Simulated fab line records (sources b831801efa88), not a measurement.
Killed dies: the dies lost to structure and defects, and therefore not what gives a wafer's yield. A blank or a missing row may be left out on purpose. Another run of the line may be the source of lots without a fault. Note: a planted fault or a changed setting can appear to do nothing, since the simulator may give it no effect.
fab line records | flow sfq-line
[record] lots = 14 wafers = 42 last-day = 81
route steps=325 shown L0@3 I0@56 I7@306 M8@323
lots that met no fault: taken from a fault-free run of the same line
start-h: hours from the record's opening day to when the first of the lot's shown wafers began | wait-h: time in hours since the lot's previous step | " identical to the entry in the row above | L1.1+2: one row covering several wafers at once | - no value present, or no start provided | * or withheld: withheld | < > ~ a bound
route shown NAME@n: names a module that has steps shown in the file, with the first one's number in the route | usual: mean/standard deviation of fault-free wafers | same: alike in all rows | chamber/n: place in a boat | sites: per-site readings | _std_site: how widely they spread, as a standard deviation | _edge_site: inner sites' mean taken away from outer sites' mean | radius-mm: for every site, how far away it sits from the centre of the wafer | mask NAME#n: copy n | behind: the most recent tool/chamber to have shaped the wafer | hold: why the lot was held/for how many hours/how that ended | device: transistor that didn't switch, given as n, p or np | end of line: the tests these same wafers got at the end of their route | a step with no rows: only its recipe | killed: dies lost to structure and defects at the first sort, not the wafer's yield | map: a wafer's dies, x killed, . not, _ none there
set.NAME: the setting that was run; set.NAME@STEP: the one run at that earlier step | model.NAME: the simulator's own value behind a step, which no gauge read
one table for each step of the route and one row for each wafer, over a sample of lots
services: from which hour (start-h, from the record's first day; less than 0 if before it) a tool's chamber was out of use, for how many hours, and why
[[steps]]
[step SFQ_TRILAYER_L0_DEP_SPUTTER_003]
[recipe] material = MoNx_KI base-pressure-pa = 1.33e-06 target-thk-nm = 40 power-w = 800 time-s = 100 chamber-pressure-pa = 0.4126
[usual] throttle-valve-pct = 29.7/0.86
// columns lot.wafer tool chamber start-h wait-h throttle-valve-pct
L923.2 pvd-sputter-06 - 12.49 0.0 30.4
L923.4 " - " " 28.1
L923.5 " - " " 28.1
L924.3 pvd-sputter-03 - 17.49 0.0 30.5
L924.4 " - " " 28.7
L924.6 " - " " 29.8
L926.1 pvd-sputter-05 - 27.49 0.0 30.3
L926.3 " - " " 30.5
L926.4 " - " " 29.6
L927.2 pvd-sputter-03 - 32.49 0.0 28.8
L927.5 " - " " 29.7
L927.6 " - " " 30.7
L928.1 pvd-sputter-05 - 37.49 0.0 30.5
L928.2 " - " " 28.3
L928.5 " - " " 30.2
L929.2 pvd-sputter-05 - 42.49 0.0 30.4
L929.3 " - " " 30.3
L929.4 " - " " 29.4
L930.4 pvd-sputter-05 - 47.49 0.0 30.3
L930.5 " - " " 29.4
L930.6 " - " " 30.3
L931.1 pvd-sputter-06 - 52.49 0.0 30.6
L931.2 " - " " 28.5
L931.4 " - " " 29.1
L932.1 pvd-sputter-05 - 57.49 0.0 29.9
L932.2 " - " " 30.4
L932.6 " - " " 30.2
L935.2 pvd-sputter-06 - 72.49 0.0 30.3
L935.3 " - " " 28.1
L935.5 " - " " 30.4
L936.1 pvd-sputter-06 - 77.49 0.0 28.1
L936.3 " - " " 30.7
L936.4 " - " " 29.1
L937.1 pvd-sputter-03 - 82.49 0.0 30.3
L937.4 " - " " 30.6
L937.6 " - " " 30.4
L938.2 pvd-sputter-03 - 87.49 0.0 30.4
L938.4 " - " " 29.9
L938.6 " - " " 30.5
L939.3 pvd-sputter-06 - 92.59 0.0 30.7
L939.4 " - " " 30.5
L939.6 " - " " 30.4
[step SFQ_L0_RS_MEAS_901]
[recipe] thk-meas-gauge = four-point-probe reads = MoNx_KI_of_TRILAYER_L0_DEP_SPUTTER_003
[usual] L0_MONX_KI_RS = 43.5/0.4
// columns lot.wafer tool chamber start-h wait-h hold L0_MONX_KI_RS[ohm/sq]
L923.2 film-metro-01 - 12.58 0.1 - 43.1
L923.4 " - " " - 43.6
L923.5 " - " " - 43.4
L924.3 film-metro-01 - 17.60 0.1 - 43.6
L924.4 " - " " - 43.2
L924.6 " - " " - 43.2
L926.1 film-metro-03 - 27.56 0.0 - 43.4
L926.3 " - " " - 43.4
L926.4 " - " " - 43.6
L927.2 film-metro-03 - 32.90 0.4 - 43.6
L927.5 " - " " - 43.2
L927.6 " - " " - 43.7
L928.1 film-metro-03 - 37.56 0.0 - 43.5
L928.2 " - " " - 43.1
L928.5 " - " " - 43.5
L929.2 film-metro-01 - 42.58 0.1 - 44.2
L929.3 " - " " - 43.9
L929.4 " - " " - 43.6
L930.4 film-metro-03 - 47.62 0.1 - 43.7
L930.5 " - " " - 44.0
L930.6 " - " " - 44.0
L931.1 film-metro-02 - 52.56 0.0 - 42.9
L931.2 " - " " - 43.2
L931.4 " - " " - 43.5
L932.1 film-metro-03 - 57.56 0.0 - 43.2
L932.2 " - " " - 43.6
L932.6 " - " " - 43.3
L935.2 film-metro-02 - 72.63 0.1 - 43.1
L935.3 " - " " - 43.5
L935.5 " - " " - 43.5
L936.1 film-metro-02 - 77.56 0.0 await-dispo/0.2h/release 34.0
L936.3 " - " " await-dispo/0.2h/release 34.1
L936.4 " - " " await-dispo/0.2h/release 34.0
L936.1 film-metro-02 - 77.85 0.3 - 34.0
L936.3 " - " " - 34.0
L936.4 " - " " - 33.9
L937.1 film-metro-02 - 82.62 0.1 - 42.8
L937.4 " - " " - 43.1
L937.6 " - " " - 42.4
L938.2 film-metro-01 - 87.81 0.3 - 43.6
L938.4 " - " " - 43.8
L938.6 " - " " - 44.1
L939.3 film-metro-03 - 92.71 0.1 await-dispo/0.2h/release 33.7
L939.4 " - " " await-dispo/0.2h/release 33.8
L939.6 " - " " await-dispo/0.2h/release 33.7
L939.3 film-metro-03 - 92.99 0.3 - 33.7
L939.4 " - " " - 33.9
L939.6 " - " " - 33.9
[step SFQ_L0_THK_MEAS_902]
[recipe] thk-meas-gauge = xrf reads = MoNx_KI_of_TRILAYER_L0_DEP_SPUTTER_003
[usual] L0_MONX_KI_THK = 39.7/0.38
// columns lot.wafer tool chamber start-h wait-h hold L0_MONX_KI_THK[nm]
L923.2 film-metro-01 - 12.69 0.1 - 40.1
L923.4 " - " " - 40.0
L923.5 " - " " - 40.0
L924.3 film-metro-01 - 17.70 0.1 - 39.9
L924.4 " - " " - 39.9
L924.6 " - " " - 40.2
L926.1 film-metro-03 - 27.68 0.1 - 39.8
L926.3 " - " " - 39.9
L926.4 " - " " - 39.6
L927.2 film-metro-03 - 33.01 0.1 - 39.7
L927.5 " - " " - 40.1
L927.6 " - " " - 39.3
L928.1 film-metro-03 - 37.68 0.1 - 39.8
L928.2 " - " " - 40.0
L928.5 " - " " - 39.8
L929.2 film-metro-01 - 42.69 0.1 - 39.1
L929.3 " - " " - 38.9
L929.4 " - " " - 39.4
L930.4 film-metro-03 - 47.71 0.1 - 39.3
L930.5 " - " " - 39.4
L930.6 " - " " - 39.4
L931.1 film-metro-02 - 52.68 0.1 - 40.0
L931.2 " - " " - 40.1
L931.4 " - " " - 39.9
L932.1 film-metro-03 - 57.68 0.1 - 40.2
L932.2 " - " " - 39.5
L932.6 " - " " - 40.0
L935.2 film-metro-02 - 72.74 0.1 - 40.1
L935.3 " - " " - 39.6
L935.5 " - " " - 39.7
L936.1 film-metro-02 - 80.69 2.8 await-dispo/0.2h/release 51.0
L936.3 " - " " await-dispo/0.2h/release 50.7
L936.4 " - " " await-dispo/0.2h/release 50.6
L936.1 film-metro-02 - 80.92 0.2 - 50.7
L936.3 " - " " - 50.7
L936.4 " - " " - 50.8
L937.1 film-metro-02 - 82.74 0.1 - 40.3
L937.4 " - " " - 39.9
L937.6 " - " " - 40.7
L938.2 film-metro-01 - 87.92 0.1 - 39.7
L938.4 " - " " - 39.4
L938.6 " - " " - 39.8
L939.3 film-metro-01 - 98.70 5.7 await-dispo/0.2h/release 51.1
L939.4 " - " " await-dispo/0.2h/release 51.0
L939.6 " - " " await-dispo/0.2h/release 50.9
L939.3 film-metro-01 - 100.11 1.4 - 50.9
L939.4 " - " " - 50.9
L939.6 " - " " - 50.8
[step SFQ_TRILAYER_L0_ETCH_METAL_ETCH_008]
[recipe] target = MoNx_KI stop-on = SiO2 mask-material = PR chemistry = SF6/O2 target-depth-nm = 50 icp-w = 600 bias-w = 80 pressure-mtorr = 10 time-s = 25
[usual] bias-w = 80.02/0.25 drypump-motor-current-A = 5.3/0.36 oes-product-au = 0.874/0.0061 rf-fwd-power-W = 592/3
[same] time-s = 25
// columns lot.wafer tool chamber start-h wait-h bias-w drypump-motor-current-A oes-product-au rf-fwd-power-W rf-hours-counter-h
L923.2 rie-metal-01 1 37.28 0.0 79.95 5.6 0.877 594 21
L923.4 " 0 " " 79.88 5.2 0.870 588 -
L923.5 " 1 " " 80.16 5.6 0.875 594 -
L924.3 rie-metal-03 0 40.97 0.1 80.10 4.8 0.870 589 -
L924.4 " 0 " " 79.85 4.8 0.874 592 -
L924.6 " 0 " " 80.36 4.8 0.874 589 -
L926.1 rie-metal-01 0 54.08 0.0 80.27 5.2 0.872 592 52
L926.3 " 1 " " 79.67 5.6 0.874 596 -
L926.4 " 0 " " 79.93 5.2 0.868 592 -
L927.2 rie-metal-01 1 58.88 0.0 79.46 5.6 0.869 591 25
L927.5 " 0 " " 80.33 5.2 0.871 590 -
L927.6 " 1 " " 79.63 5.6 0.865 596 -
L928.1 rie-metal-03 0 62.48 0.0 80.13 4.8 0.873 588 154
L928.2 " 1 " " 80.46 5.7 0.883 595 2
L928.5 " 1 " " 80.26 5.7 0.876 596 -
L929.2 rie-metal-03 1 70.45 0.0 80.07 5.7 0.872 593 4
L929.3 " 1 " " 80.08 5.7 0.873 595 -
L929.4 " 0 " " 80.03 4.8 0.877 591 -
L930.4 rie-metal-03 1 76.47 0.0 80.33 5.7 0.878 598 -
L930.5 " 1 " " 79.89 5.8 0.867 596 -
L930.6 " 0 " " 80.35 4.7 0.872 592 -
L931.1 rie-metal-04 0 81.25 0.0 80.09 5.0 0.878 591 88
L931.2 " 1 " " 80.39 5.4 0.880 591 127
L931.4 " 0 " " 80.17 5.0 0.866 588 -
L932.1 rie-metal-01 1 89.75 0.0 80.05 5.6 0.874 594 30
L932.2 " 0 " " 80.04 5.2 0.875 593 58
L932.6 " 0 " " 79.69 5.2 0.879 593 -
L935.2 rie-metal-01 1 99.35 0.0 80.21 5.6 0.887 595 32
L935.3 " 1 " " 79.99 5.6 0.877 594 -
L935.5 " 0 " " 79.96 5.2 0.867 595 -
L936.1 rie-metal-01 0 105.35 0.0 79.91 5.2 0.992 593 61
L936.3 " 1 " " 80.16 5.6 0.991 596 -
L936.4 " 0 " " 80.14 5.2 0.986 591 -
L937.1 rie-metal-01 1 111.35 0.0 80.20 5.6 0.876 592 34
L937.4 " 0 " " 80.02 5.2 0.878 590 -
L937.6 " 1 " " 80.03 5.6 0.882 596 -
L938.2 rie-metal-01 0 114.95 0.0 79.97 5.2 0.864 594 63
L938.4 " 0 " " 80.16 5.2 0.876 590 -
L938.6 " 0 " " 79.84 5.2 0.867 592 -
L939.3 rie-metal-03 1 119.77 0.0 79.94 5.7 1.002 597 -
L939.4 " 0 " " 80.10 4.8 1.004 589 -
L939.6 " 1 " " 79.39 5.8 1.009 597 -
[step SFQ_TRILAYER_I0_VIA_STRIP_STRIP_035]
[recipe] gas = O2 power-w = 200 platen-temp-c = 40 overash-fraction = 0.65 chemistry = O2 pressure-mtorr = 50
[usual] drypump-motor-current-A = 5.3/0.33 oes-product-au = 1.005/0.0091
// columns lot.wafer tool chamber start-h wait-h drypump-motor-current-A oes-product-au rf-hours-counter-h
L923.2 rie-metal-02 0 281.70 - 5.3 1.001 68
L923.4 " 0 " " 5.3 1.002 -
L923.5 " 0 " " 5.3 1.012 -
L924.3 rie-metal-03 1 289.10 - 5.7 1.010 -
L924.4 " 0 " " 4.8 1.005 -
L924.6 " 1 " " 5.7 1.026 -
L926.1 rie-metal-02 1 301.29 - 5.2 0.986 122
L926.3 " 1 " " 5.2 1.000 -
L926.4 " 0 " " 5.3 1.004 -
L927.2 rie-metal-02 0 308.49 - 5.3 0.993 73
L927.5 " 0 " " 5.3 0.999 -
L927.6 " 1 " " 5.3 0.986 -
L928.1 rie-metal-01 0 321.35 - 5.2 1.004 98
L928.2 " 1 " " 5.6 1.006 71
L928.5 " 0 " " 5.2 1.007 -
L929.2 rie-metal-03 1 338.22 - 5.8 1.021 49
L929.3 " 0 " " 4.8 1.015 -
L929.4 " 1 " " 5.8 1.014 -
L930.4 rie-metal-03 0 350.42 - 4.8 1.013 -
L930.5 " 0 " " 4.8 1.021 -
L930.6 " 1 " " 5.7 1.018 -
L931.1 rie-metal-01 1 357.42 - 5.6 1.007 77
L931.2 " 0 " " 5.2 1.001 104
L931.4 " 1 " " 5.6 1.004 -
L932.1 rie-metal-01 1 378.98 - 5.6 1.010 81
L932.2 " 0 " " 5.2 0.991 108
L932.6 " 1 " " 5.6 1.011 -
L935.2 rie-metal-01 1 401.58 - 5.6 0.997 85
L935.3 " 0 " " 5.2 1.000 -
L935.5 " 0 " " 5.2 1.003 -
L936.1 rie-metal-01 0 406.38 - 5.2 0.998 113
L936.3 " 0 " " 5.2 0.994 -
L936.4 " 1 " " 5.6 1.003 -
L937.1 rie-metal-02 1 412.38 - 5.3 1.000 143
L937.4 " 1 " " 5.3 0.992 -
L937.6 " 1 " " 5.3 1.005 -
L938.2 rie-metal-01 0 418.38 - 5.2 1.000 115
L938.4 " 0 " " 5.2 1.006 -
L938.6 " 0 " " 5.2 1.004 -
L939.3 rie-metal-02 0 423.38 - 5.3 0.992 -
L939.4 " 1 " " 5.3 0.995 -
L939.6 " 1 " " 5.3 0.992 -
[step SFQ_I7_OVL_MEAS_947]
[usual] I7_OVL = 0/5.6
// columns lot.wafer tool chamber start-h wait-h I7_OVL[nm]
L923.2 overlay-01 - 1618.36 0.1 7
L923.4 " - " " 6
L923.5 " - " " 2
L924.3 overlay-01 - 1626.77 0.1 0
L924.4 " - " " 0
L924.6 " - " " 6
L926.1 overlay-01 - 1643.55 0.1 -5
L926.3 " - " " -11
L926.4 " - " " -10
L927.2 overlay-02 - 1653.91 0.1 7
L927.5 " - " " 9
L927.6 " - " " 8
L928.1 overlay-02 - 1658.70 0.1 3
L928.2 " - " " 6
L928.5 " - " " 3
L929.2 overlay-01 - 1669.72 0.1 6
L929.3 " - " " -4
L929.4 " - " " -1
L930.4 overlay-01 - 1758.33 0.1 5
L930.5 " - " " -2
L930.6 " - " " 5
L931.1 overlay-01 - 1760.72 0.1 -2
L931.2 " - " " 1
L931.4 " - " " 3
L932.1 overlay-01 - 1773.35 0.1 3
L932.2 " - " " -2
L932.6 " - " " -4
L935.2 overlay-02 - 1873.81 0.1 -2
L935.3 " - " " -2
L935.5 " - " " 7
L936.1 overlay-02 - 1878.61 0.1 -6
L936.3 " - " " -5
L936.4 " - " " -5
L937.1 overlay-02 - 1882.21 0.1 -2
L937.4 " - " " 7
L937.6 " - " " 4
L938.2 overlay-01 - 1883.86 0.1 3
L938.4 " - " " 4
L938.6 " - " " 4
L939.3 overlay-01 - 1885.06 0.1 1
L939.4 " - " " 1
L939.6 " - " " 0
[step SFQ_M8_THK_MEAS_950]
[recipe] thk-meas-gauge = xrf reads = Au_of_TRILAYER_M8_DEP_EVAP_196
[usual] M8_AU_THK = 180.9/2.6
// columns lot.wafer tool chamber start-h wait-h M8_AU_THK[nm]
L923.2 film-metro-01 - 1625.26 0.1 182.1
L923.4 " - " " 181.1
L923.5 " - " " 180.9
L924.3 film-metro-04 - 1633.67 0.1 182.4
L924.4 " - " " 179.4
L924.6 " - " " 181.2
L926.1 film-metro-03 - 1652.40 0.1 181.2
L926.3 " - " " 181.6
L926.4 " - " " 179.7
L927.2 film-metro-01 - 1663.21 0.1 179.7
L927.5 " - " " 180.6
L927.6 " - " " 179.7
L928.1 film-metro-03 - 1671.81 0.1 178.1
L928.2 " - " " 176.1
L928.5 " - " " 176.3
L929.2 film-metro-01 - 1675.54 0.1 181.7
L929.3 " - " " 178.8
L929.4 " - " " 179.6
L930.4 film-metro-04 - 1773.07 0.1 180.5
L930.5 " - " " 181.6
L930.6 " - " " 181.7
L931.1 film-metro-04 - 1776.64 0.1 180.8
L931.2 " - " " 178.9
L931.4 " - " " 180.6
L932.1 film-metro-04 - 1778.00 0.1 182.4
L932.2 " - " " 184.6
L932.6 " - " " 181.1
L935.2 film-metro-04 - 1944.29 0.1 184.2
L935.3 " - " " 186.7
L935.5 " - " " 185.0
L936.1 film-metro-04 - 1947.88 0.1 180.0
L936.3 " - " " 182.9
L936.4 " - " " 181.8
L937.1 film-metro-03 - 1950.54 0.1 187.3
L937.4 " - " " 185.2
L937.6 " - " " 187.1
L938.2 film-metro-01 - 1952.95 0.1 182.2
L938.4 " - " " 180.1
L938.6 " - " " 183.5
L939.3 film-metro-03 - 1955.36 0.1 184.1
L939.4 " - " " 184.8
L939.6 " - " " 185.9
[[services]]
// columns tool chamber start-h hours kind
pvd-sputter-05 - 14.36 6.4 repair
rie-metal-03 1 33.16 - clean
rie-metal-03 1 33.16 - consumable-replace:focus-ring
rie-metal-03 1 33.16 15.3 scheduled-down
rie-metal-03 1 33.16 15.3 vent-cycle
pvd-sputter-06 - 93.25 4.6 repair
pvd-sputter-03 - 94.26 5.1 repair
pvd-sputter-05 3 100.30 - consumable-replace:kit
pvd-sputter-05 3 100.30 18.0 scheduled-down
pvd-sputter-05 - 106.23 12.8 repair
pvd-sputter-05 - 121.52 3.6 repair
rie-metal-01 - 183.82 4.3 pm
rie-metal-03 1 185.83 1.6 repair
pvd-sputter-05 - 213.92 5.0 repair
rie-metal-03 0 271.62 - clean
rie-metal-03 0 271.62 15.0 scheduled-down
rie-metal-03 0 271.62 15.0 vent-cycle
pvd-sputter-03 - 292.65 3.2 repair
pvd-sputter-03 - 297.57 3.6 repair
rie-metal-04 - 306.02 0.2 repair
rie-metal-02 0 312.35 1.2 repair
pvd-sputter-03 - 339.02 4.2 repair
rie-metal-01 - 351.33 2.8 pm
rie-metal-02 - 404.33 0.9 repair
[[key]]
[first-sign] step = SFQ_L0_RS_MEAS_901 reading = visit direction = added
[effect] step = SFQ_L0_RS_MEAS_901 reading = L0_MONX_KI_RS direction = down sigmas = 24 usual = 43.5 struck = 33.9
[effect] step = SFQ_L0_THK_MEAS_902 reading = visit direction = added
[effect] step = SFQ_L0_THK_MEAS_902 reading = L0_MONX_KI_THK direction = up sigmas = 29 usual = 39.7 struck = 50.9
[effect] step = SFQ_TRILAYER_L0_ETCH_METAL_ETCH_008 reading = oes-product-au direction = up sigmas = 20 usual = 0.874 struck = 0.997
met-at SFQ_TRILAYER_L0_DEP_SPUTTER_003
struck-lots L936,L939
not-acting-at SFQ_TRILAYER_I0_VIA_STRIP_STRIP_035,SFQ_I7_OVL_MEAS_947,SFQ_M8_THK_MEAS_950
onset-between 72.49 77.49
[fault] kind = process-parameter-drift tool = pvd-sputter-06 chamber = - onset-h = 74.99 steps = SFQ_TRILAYER_L0_DEP_SPUTTER_003 channel = target-thk-nm offset = 11.316 shape = step end-h = 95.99 acts-in = these-recipes-only stated = 40
